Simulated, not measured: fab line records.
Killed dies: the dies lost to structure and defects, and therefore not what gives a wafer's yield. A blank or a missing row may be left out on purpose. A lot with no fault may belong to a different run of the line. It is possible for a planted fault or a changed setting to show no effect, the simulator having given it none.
Chamber matching / flow gf180mcu / GF_V5_ETCH_16 on rie diel-02 has 4 sister chambers
The step etches BARC in N2/H2. 22 wafers are shown with their chamber, then 11 later ones without.

== WAFERS PAIRED WITH THEIR CHAMBERS ==
wafer=L074.1; chamber=3; drypump motor current A (A)=5.1; n2 flow sccm (sccm)=100.36; oes product au (a.u.)=0.862
wafer=L074.4; chamber=2; drypump motor current A (A)=5.8; n2 flow sccm (sccm)=100.29; oes product au (a.u.)=0.861
wafer=L074.5; chamber=1; drypump motor current A (A)=5.2; n2 flow sccm (sccm)=100.32; oes product au (a.u.)=0.852
wafer=L076.2; chamber=3; drypump motor current A (A)=5.2; n2 flow sccm (sccm)=99.56; oes product au (a.u.)=0.862
wafer=L076.3; chamber=1; drypump motor current A (A)=5.2; n2 flow sccm (sccm)=100.68; oes product au (a.u.)=0.861
wafer=L076.6; chamber=3; drypump motor current A (A)=5.1; n2 flow sccm (sccm)=100.01; oes product au (a.u.)=0.854
wafer=L077.1; chamber=3; drypump motor current A (A)=5.1; n2 flow sccm (sccm)=100.23; oes product au (a.u.)=0.854
wafer=L077.2; chamber=0; drypump motor current A (A)=6.6; n2 flow sccm (sccm)=99.87; oes product au (a.u.)=0.849
wafer=L077.3; chamber=2; drypump motor current A (A)=5.8; n2 flow sccm (sccm)=99.85; oes product au (a.u.)=0.853
wafer=L080.2; chamber=0; drypump motor current A (A)=6.6; n2 flow sccm (sccm)=99.76; oes product au (a.u.)=0.848
wafer=L080.4; chamber=1; drypump motor current A (A)=5.2; n2 flow sccm (sccm)=99.90; oes product au (a.u.)=0.863
wafer=L080.6; chamber=2; drypump motor current A (A)=5.8; n2 flow sccm (sccm)=100.13; oes product au (a.u.)=0.858
wafer=L082.1; chamber=2; drypump motor current A (A)=5.8; n2 flow sccm (sccm)=99.68; oes product au (a.u.)=0.854
wafer=L082.4; chamber=0; drypump motor current A (A)=6.5; n2 flow sccm (sccm)=99.79; oes product au (a.u.)=0.855
wafer=L082.5; chamber=3; drypump motor current A (A)=5.1; n2 flow sccm (sccm)=100.28; oes product au (a.u.)=0.851
wafer=L085.1; chamber=3; drypump motor current A (A)=5.1; n2 flow sccm (sccm)=100.28; oes product au (a.u.)=0.848
wafer=L085.2; chamber=2; drypump motor current A (A)=5.8; n2 flow sccm (sccm)=100.08; oes product au (a.u.)=0.850
wafer=L085.5; chamber=3; drypump motor current A (A)=5.1; n2 flow sccm (sccm)=100.25; oes product au (a.u.)=0.855
wafer=L086.1; chamber=0; drypump motor current A (A)=6.6; n2 flow sccm (sccm)=99.98; oes product au (a.u.)=0.848
wafer=L086.3; chamber=3; drypump motor current A (A)=5.2; n2 flow sccm (sccm)=100.14; oes product au (a.u.)=0.857
wafer=L086.4; chamber=2; drypump motor current A (A)=5.8; n2 flow sccm (sccm)=99.63; oes product au (a.u.)=0.850
wafer=L088.1; chamber=1; drypump motor current A (A)=5.2; n2 flow sccm (sccm)=100.06; oes product au (a.u.)=0.849

SIGNATURES (averages over the wafers above)
reading=drypump motor current A; chamber 0=6.575; chamber 1=5.200; chamber 2=5.800; chamber 3=5.125; scatter within a chamber=0.0354
reading=n2 flow sccm; chamber 0=99.8500; chamber 1=100.2400; chamber 2=99.9433; chamber 3=100.1388; scatter within a chamber=0.257
reading=oes product au; chamber 0=0.85000; chamber 1=0.85625; chamber 2=0.85433; chamber 3=0.85537; scatter within a chamber=0.00493
Rule: for a wafer and a chamber, the distance is found by dividing, reading by reading, the gap between the wafer's reading and the chamber's mean by the reading's scatter, squaring, summing and taking the root. If the next closest chamber is less than 2 further off than the closest, the wafer can't be placed; otherwise it belongs to the closest. The scatter: the root of (the sum of the squares of (reading less its chamber's mean) over the shown wafers, divided by (wafers less chambers)).

== WAFERS WITHOUT THEIR CHAMBER ==
wafer=L088.2; drypump motor current A (A)=5.1; n2 flow sccm (sccm)=100.01; oes product au (a.u.)=0.849
wafer=L088.5; drypump motor current A (A)=5.2; n2 flow sccm (sccm)=99.77; oes product au (a.u.)=0.852
wafer=L091.2; drypump motor current A (A)=6.5; n2 flow sccm (sccm)=99.97; oes product au (a.u.)=0.853
wafer=L091.5; drypump motor current A (A)=5.1; n2 flow sccm (sccm)=99.49; oes product au (a.u.)=0.846
wafer=L091.6; drypump motor current A (A)=5.8; n2 flow sccm (sccm)=100.42; oes product au (a.u.)=0.854
wafer=L092.1; drypump motor current A (A)=5.2; n2 flow sccm (sccm)=99.90; oes product au (a.u.)=0.859
wafer=L092.2; drypump motor current A (A)=6.6; n2 flow sccm (sccm)=99.80; oes product au (a.u.)=0.855
wafer=L092.6; drypump motor current A (A)=6.6; n2 flow sccm (sccm)=100.19; oes product au (a.u.)=0.851
wafer=L095.2; drypump motor current A (A)=5.9; n2 flow sccm (sccm)=100.09; oes product au (a.u.)=0.849
wafer=L095.5; drypump motor current A (A)=6.6; n2 flow sccm (sccm)=99.71; oes product au (a.u.)=0.857
wafer=L095.6; drypump motor current A (A)=5.2; n2 flow sccm (sccm)=99.83; oes product au (a.u.)=0.854

== WHICH CHAMBER EACH WENT THROUGH ==
wafer=L088.2; from the rows above=can't be placed: 3 or 1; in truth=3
wafer=L088.5; from the rows above=can't be placed: 1 or 3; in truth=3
wafer=L091.2; from the rows above=0; in truth=0
wafer=L091.5; from the rows above=can't be placed: 3 or 1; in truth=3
wafer=L091.6; from the rows above=2; in truth=2
wafer=L092.1; from the rows above=can't be placed: 1 or 3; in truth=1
wafer=L092.2; from the rows above=0; in truth=0
wafer=L092.6; from the rows above=0; in truth=0
wafer=L095.2; from the rows above=2; in truth=2
wafer=L095.5; from the rows above=0; in truth=0
wafer=L095.6; from the rows above=can't be placed: 1 or 3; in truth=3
Correctly placed: 6 of 11. Cannot be placed on the basis of these rows: 5; the candidates contain the true chamber in 5. Number placed wrongly: 0.
